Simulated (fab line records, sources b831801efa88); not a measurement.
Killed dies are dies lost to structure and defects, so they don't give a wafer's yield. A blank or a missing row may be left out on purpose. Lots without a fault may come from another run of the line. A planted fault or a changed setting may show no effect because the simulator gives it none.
One fault seen from 2 desks | flow sky130 | each desk has only its own numbers; what lay behind them comes last

THE METROLOGY DESK
What the gauges read, lot by lot, whatever tool the lot ran on: means of the sampled wafers that have a number. A lot is out of limits, marked OUT, if its mean lies more than 4 standard deviations from the usual mean; the brackets give that distance.
Columns: A = VIA1_BOW at SKY_VIA1_BOW_MEAS_03, usual 80 um
lot  | first seen here | A
L684 | day 32 19:49    | 81
L685 | day 33 06:46    | 83
L686 | day 33 12:41    | 77
L687 | day 33 15:03    | 87
L688 | day 34 18:57    | 82
L689 | day 34 23:05    | 78
L699 | day 38 09:05    | 90
L701 | day 38 14:45    | 78
L702 | day 38 16:02    | 79
L703 | day 38 19:35    | 83
L704 | day 39 01:39    | 73
L705 | day 39 05:41    | 83
L707 | day 40 00:58    | 78
This desk's finding: nothing out of limits on any of the 13 lots.

THE TOOL OWNER'S DESK: rie_metal-04
The tool's own readings at SKY_METAL2_ETCH_18 (etches BARC in N2/H2, stops on SiO2, time 45.9 s, target depth 60 nm): means of the sampled wafers that have a number, for each lot that ran on this tool. A lot is out of limits, marked OUT, if its mean lies more than 4 standard deviations from the usual mean; the brackets give that distance.
Columns: A = drypump_motor_current_A at SKY_METAL2_ETCH_18, usual 6.2 A; B = n2_flow_sccm at SKY_METAL2_ETCH_18, usual 100.0 sccm; C = oes_product_au at SKY_METAL2_ETCH_18, usual 0.855 a.u.; D = throttle_valve_pct at SKY_METAL2_ETCH_18, usual 13.225 %
lot  | first seen here | A   | B     | C                | D
L684 | day 35 03:26    | 6.3 | 100.3 | 0.854            | 13.226
L687 | day 35 21:19    | 6.0 | 100.2 | 0.855            | 13.223
L688 | day 37 01:14    | 5.7 | 100.5 | 0.855            | 13.231
L689 | day 37 05:14    | 5.7 | 99.5  | 0.834 (-5.3) OUT | 13.229
L702 | day 40 18:56    | 6.0 | 100.0 | 0.855            | 13.228
L703 | day 40 22:38    | 6.0 | 100.2 | 0.856            | 13.228
This desk's finding: out of limits on L689; first on L689, day 37 05:14 (oes_product_au at SKY_METAL2_ETCH_18). In limits: L684, L687, L688, L702, L703.

PUT TOGETHER
The tool owner's desk could have raised an alarm at day 37 05:14, on L689.
The metrology desk saw nothing out of limits.
The metrology desk has L689 on record, within its limits.
Of the lots named, all ran SKY_METAL2_ETCH_18 on rie_metal-04.

WHAT THE SIMULATOR HAD PUT IN
Process parameter drift: rie_metal-04, from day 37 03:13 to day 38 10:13, at SKY_METAL2_ETCH_18. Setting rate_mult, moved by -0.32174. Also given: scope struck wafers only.
Lots struck among those shown: L689.
Hours from the fault's start to each desk's first reading out of limits: the tool owner's desk, 2.
